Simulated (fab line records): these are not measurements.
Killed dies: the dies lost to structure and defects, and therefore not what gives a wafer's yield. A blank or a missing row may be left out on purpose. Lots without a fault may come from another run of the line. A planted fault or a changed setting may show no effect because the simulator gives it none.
Comparing a struck lot with a sound one	flow sky130	44 steps out of a route of 708
Sound: the wafers L770.2, L770.3, L770.6. Struck: wafers L774.1, L774.4, L774.5. The cause is given at the end.
Per side, at each step with rows, come the tool, then ch with its chambers, and then its first start. Under that, the readings that differ: sound wafers	struck wafers	difference of the means	sigmas: that difference in standard deviations of wafers without a fault.
alike: a reading whose means differ by less than 2 such deviations, as well as words and numbers matching on both sides. not compared: withheld readings; readings where some wafer has no value; bounds like >300 that might hide an equal value; numbers whose values overlap and for which the record gives no deviation.
The two part at a step that has a row with sigmas, a row that says differs or no value, or rows on one side only. Non-overlapping numbers with no deviation appear without sigmas and do not part them. A reading that every wafer of one side lacks parts them only if that side has two wafers or more.

first, 3 steps without rows for these wafers: SKY_FIELD_ISO_CLEAN_20 (cleans in dHF, time 19.36 s); SKY_FIELD_ISO_WET_ETCH_21 (etches SiO2 in dHF, target depth 20 nm, time 400 s); SKY_FIELD_ISO_OXIDATION_22 (stabilise 600 s, purge 300 s, target thk 10 nm).
SKY_FIELD_ISO_THK_MEAS_23:
  sound on filmMetro-03, day 2 11:21; struck on filmMetro-01, day 3 06:08
  alike: FIELD_ISO_OXIDATION_01_THK
then, 1 step without rows for these wafers: SKY_FIELD_ISO_CVD_24 (deposits SiO2, target thk 595 nm, time 99.2 s).
SKY_FIELD_ISO_THK_MEAS_25:
  sound on filmMetro-02, day 2 11:29; struck on filmMetro-03, day 3 06:16
  alike: FIELD_ISO_CVD_24_THK
then, 1 step without rows for these wafers: SKY_FIELD_ISO_ANNEAL_26 (time 1800 s).
SKY_FIELD_ISO_CMP_27: polishes, stops on Si3N4, t overpolish 16 s, target thk 457.8 nm.
  sound on cmp-02 ch 0,1,3, day 2 18:04; struck on cmp-01 ch 0,3, day 3 09:01
reading	sound	struck	difference	sigmas
timeToEndpointS (s)	118 113 123	106 110 112	-9	-2
  alike: edgeZonePressureFrac, motorCurrentA, overpolishRunS, platenRpm
then, 4 steps without rows for these wafers: SKY_FIELD_ISO_WET_ETCH_28 (etches SiO2 in dHF, target depth 23.7 nm, time 47 s); SKY_FIELD_ISO_WET_ETCH_29 (etches Si3N4 in H3PO4, target depth 160 nm, time 1825 s); SKY_FIELD_ISO_WET_ETCH_30 (etches SiO2 in dHF, target depth 25 nm, time 50 s); SKY_NWELL_CLEAN_00 (cleans in SC1/SC2, time 150 s).
SKY_NWELL_OXIDATION_01: stabilise 600 s, purge 300 s, target thk 10 nm.
  sound on furnace-01 ch 0, day 2 21:04; struck on furnace-01 ch 0, day 3 11:16
reading	sound	struck	difference	sigmas
spikeTcBottomC (C)	920.4 923.0 921.9	952.1 950.9 951.3	+29.7	+23
spikeTcCentreC (C)	899.1 899.1 897.8	927.8 930.1 927.0	+29.6	+30
spikeTcLowerC (C)	898.1 899.4 902.0	931.0 932.0 930.9	+31.5	+26
spikeTcTopC (C)	904.7 903.9 907.2	934.8 935.5 934.2	+29.6	+13
spikeTcUpperC (C)	898.8 899.3 900.2	929.0 928.8 929.8	+29.8	+32
tubeCenterTempC (C)	899.93 900.09 899.93	930.44 930.5 930.59	+30.53	+99 or more
tube_center_temp_C_max	902.0 902.7 902.9	932.9 933.2 932.8	+30.4	+80
zonePowerBottomPct (%)	27.0 27.3 26.7	29.3 29.0 29.1	+2.1	+6
zonePowerCentrePct (%)	17.91 17.59 17.43	18.91 19.39 19.01	+1.46	+7
model.SiO2_of_NWELL_OXIDATION_01.thkNm (nm)	9.885 10.07 9.849	13.5 13.39 13.54	+3.5	
SKY_NWELL_THK_MEAS_02:
  sound on filmMetro-02, day 2 22:28; struck on filmMetro-02, day 3 12:40
reading	sound	struck	difference	sigmas
NWELL_OXIDATION_THK (nm)	9.86 10.03 9.84	13.49 13.38 13.58	+3.57	+20
then, 8 steps without rows for these wafers: SKY_DNWELL_DEHYDRATE_00 (time 60 s); SKY_DNWELL_HMDS_01 (prime time 60 s); SKY_DNWELL_COAT_02 (resist thk 3000 nm); SKY_DNWELL_SOFTBAKE_03; SKY_DNWELL_EXPOSE_04 (exposes mask DNM, target cd 3000 nm); SKY_DNWELL_PEB_05; SKY_DNWELL_DEVELOP_06 (develop time 60 s); SKY_DNWELL_IMPLANT_07.
SKY_DNWELL_STRIP_08: strips in O2/N2.
  sound on plasmaAsher-04 ch 0,1, day 3 14:17; struck on plasmaAsher-02 ch 1, day 4 05:26
  alike: drypumpMotorCurrentA, oesProductAu, stripTimeToEndpointS
  not compared: rfHoursCounterH
SKY_DNWELL_TW_MEAS_09:
  sound on filmMetro-02, day 3 14:23; struck on filmMetro-02, day 4 05:32
  alike: DNWELL_TW
then, 7 steps without rows for these wafers: SKY_PWDE_DEHYDRATE_00 (time 60 s); SKY_PWDE_HMDS_01 (prime time 60 s); SKY_PWDE_COAT_02 (resist thk 3000 nm); SKY_PWDE_SOFTBAKE_03; SKY_PWDE_EXPOSE_04 (exposes mask PWDEM, target cd 840 nm); SKY_PWDE_PEB_05; SKY_PWDE_DEVELOP_06 (develop time 60 s).
SKY_PWDE_OVL_MEAS_07:
  sound on overlay-01, day 4 08:02; struck on overlay-01, day 4 23:48
  alike: PWDE_OVL
following that, these wafers have no rows for 1 step: SKY_PWDE_IMPLANT_08.
SKY_PWDE_STRIP_09: strips in O2/N2.
  sound on plasmaAsher-04 ch 1, day 4 08:13; struck on plasmaAsher-04 ch 0,1, day 4 23:59
  alike: drypumpMotorCurrentA, oesProductAu, stripTimeToEndpointS
  not compared: rfHoursCounterH
SKY_PWDE_TW_MEAS_10:
  sound on filmMetro-01, day 4 08:20; struck on filmMetro-01, day 5 00:05
  alike: PWDE_TW
then, 7 steps without rows for these wafers: SKY_NWELL_DEHYDRATE_03 (time 60 s); SKY_NWELL_HMDS_04 (prime time 60 s); SKY_NWELL_COAT_05 (resist thk 3000 nm); SKY_NWELL_SOFTBAKE_06; SKY_NWELL_EXPOSE_07 (exposes mask NWM, target cd 840 nm); SKY_NWELL_PEB_08; SKY_NWELL_DEVELOP_09 (develop time 62.75 s).
-- the record jumps here: 10 days lie between the struck wafers' starts before and after (it left off in module NWELL and takes up again in module SONOS_ONO, whose first step shown is number 183 of the route) --
SKY_SONOS_ONO_ETCH_15: etches the open film in CHF3/O2, target depth 19.52 nm, time 7.8 s.
  sound on rieDiel-02 ch 2,3, day 13 16:24; struck on rieDiel-02 ch 1,2,3, day 14 14:29
reading	sound	struck	difference	sigmas
model.SiO2_of_NWELL_OXIDATION_01.thkNm (nm)	5.288 5.54 5.322	8.952 8.766 9.022	+3.530	
  alike: drypumpMotorCurrentA, oesProductAu, throttleValvePct
  not compared: rfHoursCounterH
-- a jump in the record: the struck wafers' starts before and after are 33 days apart (it breaks off in module SONOS_ONO and resumes in module PAD_OPEN, where the first step shown is number 708 of the route) --
SKY_PAD_OPEN_PROBE_99:
  sound on prober-01, day 47 04:26; struck on prober-02, day 47 23:48
reading	sound	struck	difference	sigmas
killedAtContacts	14 21 21	24 34 36	+13	+2
killedAtOther	3 1 1	0 0 0	-2	-3
killedDies	63 82 71	87 97 107	+25	+2
killedOpen	29 48 38	51 56 61	+18	+2
model.etest.tipP.rsOhmSq	6862 6879 6829	6976 6984 6990	+127	
model.etest.pfet_01v8_mvt.driveUaUm	145.6 148.3 147.4	143.1 140.4 141.6	-5.4	
model.etest.pfet_01v8_mvt.offLog10AUm	-11.16 -11.14 -11.05	-11.79 -11.73 -11.82	-0.66	
model.etest.pfet_01v8.offLog10AUm	-10.36 -10.12 -10.09	-10.84 -11.03 -10.99	-0.76	
model.etest.pfetG5v0d10v5.offLog10AUm	-12.65 -12.77 -12.84	-13.14 -13.35 -13.34	-0.52	
model.etest.pfet_01v8_mvt.vtSatV (V)	-0.5985 -0.5999 -0.5938	-0.6434 -0.6497 -0.6479	-0.0496	
model.etest.pfetG5v0d10v5.vtSatV (V)	-0.6399 -0.6694 -0.6725	-0.6899 -0.7245 -0.7187	-0.0504	
model.etest.pfet_01v8_mvt.vtV (V)	-0.6809 -0.6831 -0.6783	-0.7176 -0.7204 -0.7163	-0.0373	
  alike: killed_at_M0_to_M3, killed_at_M4_up, killedAtFrontEnd, killedShort

== WHERE THEY PART ==
At SKY_FIELD_ISO_CMP_27 first; at SKY_PAD_OPEN_PROBE_99 last (within this record only).

WHY: what the simulator had put in
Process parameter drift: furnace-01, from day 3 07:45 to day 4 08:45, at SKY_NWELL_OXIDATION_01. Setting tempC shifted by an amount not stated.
